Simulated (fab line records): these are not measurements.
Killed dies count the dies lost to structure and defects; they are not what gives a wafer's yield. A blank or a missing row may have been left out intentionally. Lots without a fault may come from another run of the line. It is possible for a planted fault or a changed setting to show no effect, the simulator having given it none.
2 desks, one fault / flow gf180mcu / what lay behind the numbers comes last; until then each desk has only its own

## TOOL OWNER'S DESK, plasma-asher-04
The tool's own readings at GF_VT_IMPLANT_STRIP_31 (strips in O2/N2): means of the sampled wafers that have a number, for each lot that ran on this tool. Marked OUT: a lot whose mean sits more than 4 standard deviations from the usual mean, which makes it out of limits; the brackets give that distance.
Columns: A = drypump-motor-current-A at GF_VT_IMPLANT_STRIP_31, usual 5.8 A; B = heater-power-w at GF_VT_IMPLANT_STRIP_31, usual 328 W; C = oes-product-au at GF_VT_IMPLANT_STRIP_31, usual 0.716 a.u.; D = strip-time-to-endpoint-s at GF_VT_IMPLANT_STRIP_31, usual 12.61 s
lot=L928; first seen here=day 7 10:34; A=6.5; B=327; C=0.721; D=12.60
lot=L930; first seen here=day 7 18:16; A=6.3; B=334; C=0.720; D=12.65
lot=L932; first seen here=day 8 06:55; A=6.5; B=334; C=0.717; D=12.65
lot=L940; first seen here=day 10 08:19; A=6.3; B=342; C=0.958 (+53) OUT; D=-
lot=L951; first seen here=day 13 12:38; A=6.5; B=328; C=0.715; D=12.60
Finding of this desk: L940 out of limits; the first was L940 at day 10 08:19, on oes-product-au at GF_VT_IMPLANT_STRIP_31. L928, L930, L932, L951: within limits.

## THE METROLOGY DESK
What the gauges read for every lot (on any tool): the sampled wafers with a number, averaged. Marked OUT: a lot whose mean sits more than 4 standard deviations from the usual mean, which makes it out of limits; the brackets give that distance.
Columns: A = VT_IMPLANT_02_OVL at GF_VT_IMPLANT_OVL_MEAS_29, usual 0.2 nm; B = VT_IMPLANT_4_TW at GF_VT_IMPLANT_TW_MEAS_43, usual 693; C = MVPSD_RS at GF_VT_IMPLANT_RS_MEAS_49, usual 1167.7 ohm/sq
lot=L928; first seen here=day 7 10:23; A=2.7; B=693; C=1170.3
lot=L929; first seen here=day 7 13:18; A=-0.1; B=684; C=1165.1
lot=L930; first seen here=day 7 18:04; A=-0.8; B=692; C=1164.9
lot=L931; first seen here=day 8 05:28; A=0.6; B=687; C=1169.8
lot=L932; first seen here=day 8 06:44; A=-0.7; B=698; C=1168.8
lot=L933; first seen here=day 8 15:25; A=-0.7; B=692; C=1166.8
lot=L934; first seen here=day 8 19:59; A=0.1; B=696; C=1167.2
lot=L940; first seen here=day 10 08:08; A=0.7; B=654 (-9.1) OUT; C=1166.5
lot=L941; first seen here=day 10 17:16; A=-0.9; B=691; C=1164.7
lot=L947; first seen here=day 12 06:19; A=1.1; B=697; C=1169.0
lot=L949; first seen here=day 12 18:56; A=0.0; B=689; C=1168.8
lot=L951; first seen here=day 13 12:26; A=-1.7; B=698; C=1171.6
This desk's result: L940 out of limits, first on L940 (VT_IMPLANT_4_TW at GF_VT_IMPLANT_TW_MEAS_43), day 11 03:31. L928, L929, L930, L931, L932, L933, L934, L941, L947, L949, L951: within limits.

## TAKEN TOGETHER
An alarm could have come from the tool owner's desk at day 10 08:19, on L940.
L940 would have let the metrology desk raise an alarm at day 11 03:31.
The lots listed all ran GF_VT_IMPLANT_STRIP_31 on plasma-asher-04.

## WHAT THE SIMULATOR HAD INSERTED
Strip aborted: plasma-asher-04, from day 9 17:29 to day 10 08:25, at GF_VT_IMPLANT_STRIP_31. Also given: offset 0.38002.
Struck lots among those shown: L940.
Hours from the fault's start to each desk's first reading out of limits: the tool owner's desk, 15; the metrology desk, 34.
